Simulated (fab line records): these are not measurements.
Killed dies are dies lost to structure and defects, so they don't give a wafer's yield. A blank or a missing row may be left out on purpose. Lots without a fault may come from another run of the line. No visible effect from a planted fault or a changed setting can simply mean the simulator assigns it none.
Chamber matching / flow sky130 / 3 sister chambers for SKY_LI_CONTACT_HDPCVD_00 on hdpcvd-02
The step deposits PSG, target thk 930 nm, time 155 s. 3 wafers are shown with their chamber, then 6 later ones without.

== EACH WAFER AND ITS CHAMBER ==
wafer=L862.6; chamber=2; run_length_s (s)=183.6
wafer=L864.1; chamber=1; run_length_s (s)=182.6
wafer=L864.2; chamber=0; run_length_s (s)=182.2

== WAFERS MISSING THEIR CHAMBER ==
wafer=L864.5; run_length_s (s)=182.9
wafer=L866.3; run_length_s (s)=183.6
wafer=L869.1; run_length_s (s)=183.9
wafer=L876.2; run_length_s (s)=183.9
wafer=L876.3; run_length_s (s)=183.3
wafer=L876.5; run_length_s (s)=182.4

== CHAMBER TAKEN BY EACH ==
wafer=L864.5; from the rows above=can't be placed: 1 or 2 or 0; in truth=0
wafer=L866.3; from the rows above=2; in truth=2
wafer=L869.1; from the rows above=2; in truth=2
wafer=L876.2; from the rows above=2; in truth=2
wafer=L876.3; from the rows above=can't be placed: 2 or 1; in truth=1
wafer=L876.5; from the rows above=can't be placed: 1 or 0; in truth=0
3 of 6 placed correctly. Can't be placed from these rows: 3 (the true chamber is among the candidates in 3). Placed wrongly: 0.
How it was worked out, from the rows above alone: a wafer's distance from a chamber is the root of the sum, over the readings, of the square of ((its reading less the chamber's mean) divided by the reading's scatter). The wafer belongs to the nearest chamber; if the next one is less than 2 further off, it can't be placed. Each chamber's mean is taken over the wafers shown for it. The scatter: root of mean squared gap, hidden wafer to nearest shown wafer, with one shown wafer a chamber.
